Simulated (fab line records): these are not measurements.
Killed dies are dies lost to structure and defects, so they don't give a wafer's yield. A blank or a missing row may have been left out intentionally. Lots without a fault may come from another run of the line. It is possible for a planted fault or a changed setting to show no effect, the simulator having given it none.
A struck lot beside a sound one	flow sky130	26 steps out of a route of 708
Sound: the wafers L661.1, L661.2, L661.5. The struck wafers were L650.1, L650.2, L650.3. At the end, the cause is stated.
Order at every step that has rows: each side's tool, ch and its chambers, its first start. Under that, the readings that differ: sound wafers	struck wafers	difference of the means	sigmas: that difference in standard deviations of wafers without a fault.
alike: readings with means less than 2 such deviations apart, plus words and numbers identical on both sides. not compared: withheld readings, readings lacking a value on some wafer, bounds such as >300 that could conceal the same value, and numbers that have no deviation in the record and whose values overlap.
A row with sigmas, a row that says differs or no value, or rows on one side alone: a step with any of these is where the two part. Non-overlapping numbers with no deviation appear without sigmas and do not part them. A reading missing from all wafers of one side parts the sides only when that side holds two or more wafers.

first, 9 steps without rows for these wafers: SKY_LI_CONTACT_ETCH_14 (etches BARC in N2/H2, stops on SiO2, time 45.9 s, target depth 60 nm); SKY_LI_CONTACT_ETCH_15 (etches PSG in C4F8/O2/Ar, stops on Si, target depth 600 nm); SKY_LI_CONTACT_STRIP_16 (strips in O2/N2); SKY_LI_CONTACT_CLEAN_17 (cleans in NMP, time 600 s); SKY_LI_CONTACT_PRE_CLEAN_18 (time 5.6 s); SKY_LI_CONTACT_SPUTTER_19 (material Ti, target thk 20 nm, time 106.37 s); SKY_LI_CONTACT_SPUTTER_20 (material TiN, target thk 20 nm, time 80 s); SKY_LI_CONTACT_CVD_21 (deposits W, target thk 400 nm, time 120.56 s); SKY_LI_CONTACT_CMP_24 (polishes, stops on PSG, t overpolish 20 s, target thk 0 nm).
SKY_LOCAL_INTERCONNECT_SPUTTER_00: material TiN, target thk 100 nm, time 83.3 s.
  sound on pvd sputter-02, day 35 07:11; struck on pvd sputter-01, day 32 02:37
reading	sound	struck	difference	sigmas
model.TiN_of_LOCAL_INTERCONNECT_SPUTTER_00.thk nm (nm)	100.3 100.2 100.3	121.6 120.1 121.8	+20.9	
  alike: substrate temp c, throttle valve pct
SKY_LOCAL_INTERCONNECT_RS_MEAS_01: measurement is done with a four-point probe.
  sound on film metro-03, day 35 07:15; struck on film metro-03, day 32 02:40
reading	sound	struck	difference	sigmas
LOCAL_INTERCONNECT_TIN_RS (ohm/sq)	14.14 14.11 14.09	11.53 11.66 11.52	-2.54	-16
SKY_LOCAL_INTERCONNECT_THK_MEAS_02: measures by xrf.
  sound on film metro-03, day 35 07:22; struck on film metro-03, day 32 02:47
reading	sound	struck	difference	sigmas
LOCAL_INTERCONNECT_TIN_THK (nm)	97.9 98.3 98.0	120.1 118.1 119.8	+21.3	+18
then, 9 steps without rows for these wafers: SKY_LOCAL_INTERCONNECT_DEHYDRATE_03 (time 60 s); SKY_LOCAL_INTERCONNECT_HMDS_04 (prime time 60 s); SKY_LOCAL_INTERCONNECT_COAT_05 (resist thk 60 nm); SKY_LOCAL_INTERCONNECT_COAT_06 (resist thk 450 nm); SKY_LOCAL_INTERCONNECT_SOFTBAKE_07 (time 90 s); SKY_LOCAL_INTERCONNECT_EXPOSE_08 (exposes mask LI1M, target cd 170 nm); SKY_LOCAL_INTERCONNECT_PEB_09; SKY_LOCAL_INTERCONNECT_DEVELOP_10 (develop time 60 s); SKY_LOCAL_INTERCONNECT_ETCH_13 (etches BARC in N2/H2, stops on SiO2, time 45.9 s, target depth 60 nm).
SKY_LOCAL_INTERCONNECT_METAL_ETCH_14: etches TiN in Cl2/BCl3, stops on PSG, target depth 110 nm, time 31.4 s.
  sound on rie metal-01 ch 0,1, day 36 09:41; struck on rie metal-01 ch 0,1, day 33 06:04
reading	sound	struck	difference	sigmas
oes product au (a.u.)	0.946 0.949 0.940	1.009 0.986 0.991	+0.050	+7
throttle valve pct (%)	21.910 21.898 21.914	21.858 21.878 21.882	-0.035	-4
  alike: drypump motor current A
  not compared: rf hours counter h
then, 1 step without rows for these wafers: SKY_LOCAL_INTERCONNECT_STRIP_15 (strips in O2/N2).
SKY_LOCAL_INTERCONNECT_STRIP_16: strips in post etch residue remover, time 1200 s.
  sound on wet bench-04 ch 1, day 36 09:50; struck on wet bench-04 ch 2, day 33 06:13
reading	sound	struck	difference	sigmas
bath guard temp C (C)	71.6 71.0 71.4	73.2 72.6 73.0	+1.6	+3
model.TiN_of_LOCAL_INTERCONNECT_SPUTTER_00.thk nm (nm)	99.85 99.75 99.92	121.2 119.7 121.3	+20.9	
  alike: bath heat duty pct
then, 1 step without rows for these wafers: SKY_LOCAL_INTERCONNECT_CLEAN_17 (cleans in IPA, time 180 s).
-- a jump in the record: the struck wafers' starts before and after are 15 days apart (it breaks off in module LOCAL_INTERCONNECT and resumes in module PAD_OPEN, where the first step shown is number 708 of the route) --
SKY_PAD_OPEN_PROBE_99:
  sound on prober-01, day 50 01:38; struck on prober-01, day 47 22:37
reading	sound	struck	difference	sigmas
killed at contacts	17 22 23	428 422 424	+404	+75
killed dies	67 82 79	492 492 492	+416	+38
killed on rim	13 14 17	96 96 96	+81	+24
  alike: killed_at_M0_to_M3, killed_at_M4_up, killed at front end, killed at other, killed open, killed short

WHERE THEY PART
At SKY_LOCAL_INTERCONNECT_RS_MEAS_01 first; at SKY_PAD_OPEN_PROBE_99 last (within this record only).

WHY: what had been put in by the simulator
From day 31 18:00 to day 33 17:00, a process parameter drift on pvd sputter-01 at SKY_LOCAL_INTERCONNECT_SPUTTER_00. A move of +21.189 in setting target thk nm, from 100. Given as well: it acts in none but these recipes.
